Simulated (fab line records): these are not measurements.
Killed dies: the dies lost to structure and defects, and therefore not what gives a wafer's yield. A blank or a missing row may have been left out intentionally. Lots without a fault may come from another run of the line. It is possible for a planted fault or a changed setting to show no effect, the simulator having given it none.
The tool behind it: which one? | flow sky130 | Sampling: 13 lots, 39 wafers, 3 of 708 route steps

## WHAT THE GAUGES SHOWED, per wafer
SKY_VT_ADJUST_LVTN_OVL_MEAS_18.
lot  | measured     | on         | VT_ADJUST_LVTN_01_OVL (nm)
L949 | day 7 14:11  | overlay-01 | 0.8 1.2 -2.0
L950 | day 8 11:25  | overlay-02 | 0.8 0.7 0.7
L951 | day 8 11:43  | overlay-01 | 0.7 1.5 -0.2
L956 | day 9 21:10  | overlay-01 | 0.7 1.5 0.4
L959 | day 10 14:19 | overlay-02 | 1.9 1.6 0.1
L960 | day 11 03:58 | overlay-02 | -0.4 -1.1 0.4
L964 | day 11 20:26 | overlay-02 | -1.3 -1.8 -0.1
L965 | day 12 12:28 | overlay-02 | 1.3 0.2 1.6
L966 | day 12 15:43 | overlay-02 | -0.2 1.7 -0.3
L968 | day 13 13:49 | overlay-01 | 1.7 0.0 0.6
L970 | day 13 15:25 | overlay-02 | -0.3 1.9 -0.1
L969 | day 14 01:01 | overlay-01 | 0.8 1.7 0.7
L972 | day 14 11:41 | overlay-02 | 1.2 1.1 1.6

SKY_SONOS_ONO_THK_MEAS_01.
lot  | measured     | on           | SONOS_ONO_OXIDATION_THK (nm)
L949 | day 11 07:00 | filmMetro-03 | 2.59 2.56 2.47
L950 | day 12 07:26 | filmMetro-03 | 2.69 2.61 2.64
L951 | day 12 08:47 | filmMetro-03 | 2.64 2.53 2.54
L956 | day 13 23:08 | filmMetro-03 | 2.50 2.51 2.46
L959 | day 14 18:33 | filmMetro-04 | 2.55 2.60 2.52
L960 | day 15 14:56 | filmMetro-02 | 2.62 2.61 2.64
L964 | day 16 09:19 | filmMetro-04 | 2.50 2.52 2.53
L965 | day 17 01:11 | filmMetro-02 | 2.64 2.54 2.57
L966 | day 17 05:26 | filmMetro-03 | 2.58 2.68 2.59
L968 | day 18 08:01 | filmMetro-04 | 2.56 2.55 2.57
L970 | day 18 08:11 | filmMetro-02 | 2.56 2.65 2.56
L969 | day 18 20:49 | filmMetro-03 | 2.64 2.54 2.57
L972 | day 19 08:37 | filmMetro-03 | 2.56 2.55 2.58

SKY_SONOS_ONO_CD_MEAS_13: the cd target is 410 nm.
lot  | measured     | on       | cdNm (nm)
L949 | day 12 09:51 | cdSem-01 | 407.2 408.8 409.9
L950 | day 13 11:40 | cdSem-01 | 409.8 409.6 409.4
L951 | day 13 11:52 | cdSem-02 | 409.2 407.8 408.2
L956 | day 15 05:41 | cdSem-01 | 411.2 413.9 414.5
L959 | day 16 02:04 | cdSem-02 | 408.8 407.9 410.2
L960 | day 16 20:30 | cdSem-02 | 407.6 407.0 405.4
L964 | day 17 18:06 | cdSem-01 | 410.5 411.2 410.2
L965 | day 18 07:48 | cdSem-01 | 411.6 409.5 409.3
L966 | day 18 12:55 | cdSem-02 | 406.6 408.4 409.0
L968 | day 19 16:50 | cdSem-01 | 408.2 408.8 410.4
L970 | day 19 18:32 | cdSem-01 | 407.3 404.7 407.1
L969 | day 20 05:25 | cdSem-01 | 409.8 403.5 405.9
L972 | day 20 17:01 | cdSem-01 | 407.1 405.3 406.2

## TOOL THAT RAN EACH LOT (tool first, then ch and the chambers of the sampled wafers, then the start)
Before these readings, the record contains no process step.

## AS READ BY THE TOOLS THEMSELVES (means over the sampled wafers that have a number; for cases with no such wafer, the mark the record gives instead)
The record holds no such reading with a usual standard deviation.

## THE ANSWER, worked out from the rows above alone
Rule: what is usual is taken from the lots themselves. Put in order of their means at a reading, lots are off if they are a third of the lots or fewer, leave a main group of 4 or more, and stand apart from it by a gap of 3 or more times the standard deviation of the main group's means; of several such gaps the widest counts. A main group is skipped when, at the precision printed for the reading in the tables above, its means are all equal. Also off: a lot with no number at a reading for which 4 or more lots have one. All remaining lots with rows at the step are treated as sound. Order of review: gauges by route order, followed by the tools' own readings, for which a lot's mean as printed above is used. The first step at which some lot is off is used, and at that step the reading that is off furthest; a lot without a number counts as furthest.
Nothing can be told from this: no lot is off at any reading shown.

## WHAT THE SIMULATOR PUT IN
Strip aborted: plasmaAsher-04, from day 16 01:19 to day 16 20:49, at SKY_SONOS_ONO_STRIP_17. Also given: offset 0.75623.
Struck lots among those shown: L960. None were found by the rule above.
